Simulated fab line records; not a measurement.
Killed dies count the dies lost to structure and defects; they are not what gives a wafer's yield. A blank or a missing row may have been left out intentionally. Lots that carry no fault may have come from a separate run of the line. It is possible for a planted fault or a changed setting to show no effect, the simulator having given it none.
Which tool did it? | flow sky130 | Sampling: 14 lots, 42 wafers, 2 of 708 route steps

WHAT EACH GAUGE READ, for each wafer
No reading from a measuring or inspecting step in the record can be judged against a usual standard deviation.

TOOL THAT RAN EACH LOT (tool first, then ch and the chambers of the sampled wafers, then the start)
lot  | SKY_CONTACT_DEVELOP_13            | SKY_PAD_OPEN_PROBE_99
L928 | litho track-04 ch 0, day 31 14:00 | -
L930 | litho track-03 ch 0, day 32 09:00 | -
L931 | litho track-04 ch 0, day 32 22:00 | -
L932 | litho track-03 ch 0, day 33 08:00 | -
L934 | litho track-02 ch 0, day 33 17:00 | -
L940 | litho track-03 ch 0, day 35 12:00 | -
L941 | litho track-03 ch 0, day 35 18:00 | -
L945 | litho track-04 ch 0, day 37 07:00 | prober-01, day 49 22:36
L946 | litho track-02 ch 0, day 37 16:00 | -
L947 | litho track-03 ch 0, day 38 03:00 | -
L948 | litho track-04 ch 0, day 38 06:00 | -
L949 | litho track-02 ch 0, day 38 12:00 | -
L950 | litho track-04 ch 0, day 38 15:00 | -
L951 | litho track-02 ch 0, day 38 21:00 | -
- SKY_CONTACT_DEVELOP_13: develop time 60 s.
- SKY_PAD_OPEN_PROBE_99

WHAT THE TOOLS THEMSELVES READ (means of the sampled wafers that have a number; where no wafer has one, the mark that the record gives instead)
SKY_CONTACT_DEVELOP_13.
lot  | tool           | chill plate temp C (C) | developer temp C (C)
L928 | litho track-04 | 23.09                  | 20.96
L930 | litho track-03 | 23.13                  | 20.97
L931 | litho track-04 | 23.15                  | 20.87
L932 | litho track-03 | 23.02                  | 20.94
L934 | litho track-02 | 22.98                  | 21.08
L940 | litho track-03 | 22.95                  | 21.67
L941 | litho track-03 | 22.86                  | 21.56
L945 | litho track-04 | 23.00                  | 21.01
L946 | litho track-02 | 22.93                  | 21.06
L947 | litho track-03 | 23.02                  | 20.88
L948 | litho track-04 | 23.08                  | 20.97
L949 | litho track-02 | 23.03                  | 20.88
L950 | litho track-04 | 23.06                  | 20.90
L951 | litho track-02 | 22.88                  | 21.04

SKY_PAD_OPEN_PROBE_99.
lot  | tool      | killed_at_M0_to_M3 | killed_at_M4_up | killed at contacts | killed at front end | killed at other | killed dies | killed open | killed short
L945 | prober-01 | 41                 | 2.3             | 25                 | 13                  | 0.7             | 82          | 44          | 37

THE ANSWER, worked out from the rows above alone
Rule: the lots themselves supply what counts as usual. Put in order of their means at a reading, lots are off if they are a third of the lots or fewer, leave a main group of 4 or more, and stand apart from it by a gap of 3 or more times the standard deviation of the main group's means; of several such gaps the widest counts. A main group is skipped when, at the precision printed for the reading in the tables above, its means are all equal. Also off: a lot with no number at a reading for which 4 or more lots have one. Any other lot the step has rows for is counted as sound. The gauges are gone through in route order, then the tools' own readings, and for those a lot's mean is taken as printed above. At the first step where some lot is off, the reading lying furthest off is the one used; lots without a number count as furthest.
Off: L940, L941, at SKY_CONTACT_DEVELOP_13 (developer temp C). The main group has a mean of 20.96 C with a standard deviation of 0.07.
If a tool, at that step or one of the process steps before it, ran each lot that is off and ran no sound lot following the first of them, it fits. Not one of the candidates tried fits.

WHAT THE SIMULATOR HAD INSERTED
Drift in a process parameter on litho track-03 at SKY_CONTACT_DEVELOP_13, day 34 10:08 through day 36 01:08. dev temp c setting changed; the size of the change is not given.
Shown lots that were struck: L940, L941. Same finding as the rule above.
